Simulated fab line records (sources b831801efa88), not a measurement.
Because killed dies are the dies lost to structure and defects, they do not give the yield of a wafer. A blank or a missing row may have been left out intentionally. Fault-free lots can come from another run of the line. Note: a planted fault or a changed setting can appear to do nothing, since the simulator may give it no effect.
Chamber matching | flow gf180mcu | 3 sister chambers for GF_CONTACT_CVD_02 on pecvd-01
The step deposits SiO2 from TEOS, target thk 860 nm, time 95.992 s. 3 wafers are shown with their chamber, then 7 later ones without.

== WAFERS, EACH WITH ITS CHAMBER ==
wafer  | chamber | heater power w (W)
L907.3 | 0       | 778
L917.4 | 1       | 380
L917.5 | 2       | 659

== WAFERS WITHOUT THEIR CHAMBER ==
wafer  | heater power w (W)
L917.6 | 622
L919.2 | 745
L919.5 | 780
L919.6 | 689
L922.1 | 573
L922.3 | 443
L922.6 | 651

== WHICH CHAMBER EACH ONE RAN IN ==
wafer  | from the rows above     | in truth
L917.6 | 2                       | 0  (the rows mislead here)
L919.2 | can't be placed: 0 or 2 | 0
L919.5 | 0                       | 0
L919.6 | can't be placed: 2 or 0 | 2
L922.1 | 2                       | 2
L922.3 | 1                       | 1
L922.6 | 2                       | 2
Correct placement for 4 of the 7. Cannot be placed on the basis of these rows: 2; the candidates contain the true chamber in 2. 1 placed wrongly.
How it was worked out, from the rows above alone: a wafer's distance from a chamber is the root of the sum, over the readings, of the square of ((its reading less the chamber's mean) divided by the reading's scatter). The wafer belongs to the nearest chamber; if the next one is less than 2 further off, it can't be placed. Each chamber's mean is taken over the wafers shown for it. The scatter: with one shown wafer a chamber, the root of the mean of the squares of how far each hidden wafer lies from its nearest shown one.
